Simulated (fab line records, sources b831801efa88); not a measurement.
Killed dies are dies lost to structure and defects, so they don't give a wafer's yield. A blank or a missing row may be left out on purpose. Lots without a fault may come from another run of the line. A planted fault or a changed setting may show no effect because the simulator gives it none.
Which tool did it? | flow gf180mcu | 12 lots, 36 wafers sampled, at 3 steps of a route of 602

WHAT THE GAUGES READ, wafer by wafer
GF_V3_THK_MEAS_01.
lot  | measured     | on            | V3_CVD_00_THK (nm)
L195 | day 21 14:40 | film_metro-04 | 594 595 608
L196 | day 22 05:12 | film_metro-02 | 599 613 612
L198 | day 23 03:46 | film_metro-03 | 596 589 606
L206 | day 25 19:05 | film_metro-03 | 602 607 599
L207 | day 25 22:25 | film_metro-02 | 604 598 604
L208 | day 26 09:46 | film_metro-03 | 609 616 609
L210 | day 27 05:46 | film_metro-02 | 611 619 615
L211 | day 27 08:01 | film_metro-02 | 616 610 606
L215 | day 28 07:25 | film_metro-04 | 609 611 608
L214 | day 28 09:16 | film_metro-04 | 608 602 607
L217 | day 29 01:58 | film_metro-04 | 598 606 611
L218 | day 29 07:46 | film_metro-02 | 597 609 595

GF_V3_BOW_MEAS_05.
lot  | measured     | on            | V3_BOW (um)
L195 | day 21 15:10 | film_metro-03 | 123 122 122
L196 | day 22 05:41 | film_metro-02 | 126 128 128
L198 | day 23 04:25 | film_metro-02 | 123 120 122
L206 | day 25 19:35 | film_metro-02 | 121 119 120
L207 | day 25 22:54 | film_metro-02 | 125 122 136
L208 | day 26 10:16 | film_metro-02 | 126 132 116
L210 | day 27 06:16 | film_metro-02 | 130 128 128
L211 | day 27 08:31 | film_metro-03 | 114 137 127
L215 | day 28 08:01 | film_metro-04 | 100 113 110
L214 | day 28 09:59 | film_metro-04 | 107 121 123
L217 | day 29 02:27 | film_metro-04 | 105 94 103
L218 | day 29 08:16 | film_metro-02 | 123 116 123

GF_M4_CD_MEAS_14: target cd 280 nm.
lot  | measured     | on        | cd_nm (nm)
L195 | day 23 16:29 | cd_sem-02 | 279.7 278.8 278.6
L196 | day 24 05:45 | cd_sem-02 | 280.3 279.2 280.7
L198 | day 25 03:12 | cd_sem-01 | 278.4 279.4 280.6
L206 | day 27 15:10 | cd_sem-01 | 277.7 278.1 278.5
L207 | day 27 18:18 | cd_sem-01 | 279.2 280.7 279.6
L208 | day 28 05:48 | cd_sem-01 | 281.7 280.2 283.4
L210 | day 28 23:25 | cd_sem-01 | 280.1 280.7 280.1
L211 | day 29 02:22 | cd_sem-01 | 283.8 283.4 283.5
L215 | day 30 00:42 | cd_sem-02 | 280.9 280.0 279.0
L214 | day 30 01:58 | cd_sem-01 | 280.5 280.1 280.6
L217 | day 30 18:03 | cd_sem-01 | 278.4 279.1 279.1
L218 | day 31 00:04 | cd_sem-01 | 276.3 277.6 277.4

WHICH TOOL RAN EACH LOT (tool, then ch and the chambers of the sampled wafers, then the start)
The record holds no process step before these readings.

WHAT THE TOOLS THEMSELVES READ (means of the sampled wafers that have a number; where no wafer has one, the mark that the record gives instead)
The record holds no such reading with a usual standard deviation.

THE ANSWER, worked out from the rows above alone
Rule: what is usual is taken from the lots themselves. Put in order of their means at a reading, lots are off if they are a third of the lots or fewer, leave a main group of 4 or more, and stand apart from it by a gap of 3 or more times the standard deviation of the main group's means; of several such gaps the widest counts. A main group whose means are all the same, to the digits that the tables above print for the reading, isn't used. A lot without any number at a reading at which 4 lots or more have one is off too. The other lots that the step has rows for count as sound. The gauges are gone through in route order, then the tools' own readings, and for those a lot's mean is taken as printed above. The first step at which some lot is off is used, and at that step the reading that is off furthest; a lot without a number counts as furthest.
No lot is off at any reading shown: from this, nothing can be told.

WHAT THE SIMULATOR HAD PUT IN
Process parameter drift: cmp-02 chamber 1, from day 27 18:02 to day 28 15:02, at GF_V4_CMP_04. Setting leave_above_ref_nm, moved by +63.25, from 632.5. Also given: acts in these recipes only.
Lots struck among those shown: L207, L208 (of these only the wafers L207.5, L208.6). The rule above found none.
